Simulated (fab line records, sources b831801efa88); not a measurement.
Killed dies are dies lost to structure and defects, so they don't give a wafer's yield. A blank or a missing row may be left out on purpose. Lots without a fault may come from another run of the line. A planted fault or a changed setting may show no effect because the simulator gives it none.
Chamber matching | flow sfq_line | SFQ_TRILAYER_I3_DEP_PECVD_081 on pecvd-02: 3 sister chambers
The step deposits SiO2 from SiH4/N2O, time 111.11 s, target thk 500 nm. 3 wafers are shown with their chamber, then 7 later ones without.

WAFERS WITH THEIR CHAMBER
wafer  | chamber | throttle_valve_pct (%)
L292.5 | 2       | 22.8
L293.1 | 0       | 23.0
L293.5 | 1       | 21.5

WAFERS WITHOUT THEIR CHAMBER
wafer  | throttle_valve_pct (%)
L293.6 | 23.1
L295.1 | 23.2
L295.3 | 23.2
L295.5 | 23.3
L298.1 | 23.4
L298.3 | 21.8
L298.5 | 23.1

WHICH CHAMBER EACH WENT THROUGH
wafer  | from the rows above     | in truth
L293.6 | can't be placed: 0 or 2 | 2
L295.1 | can't be placed: 0 or 2 | 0
L295.3 | can't be placed: 0 or 2 | 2
L295.5 | can't be placed: 0 or 2 | 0
L298.1 | can't be placed: 0 or 2 | 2
L298.3 | 1                       | 1
L298.5 | can't be placed: 0 or 2 | 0
Placed correctly: 1 of 7. Can't be placed from these rows: 6 (the true chamber is among the candidates in 6). Placed wrongly: 0.
How it was worked out, from the rows above alone: a wafer's distance from a chamber is the root of the sum, over the readings, of the square of ((its reading less the chamber's mean) divided by the reading's scatter). The wafer belongs to the nearest chamber; if the next one is less than 2 further off, it can't be placed. A chamber's mean is the mean of its shown wafers. The scatter: with one shown wafer a chamber, the root of the mean of the squares of how far each hidden wafer lies from its nearest shown one.
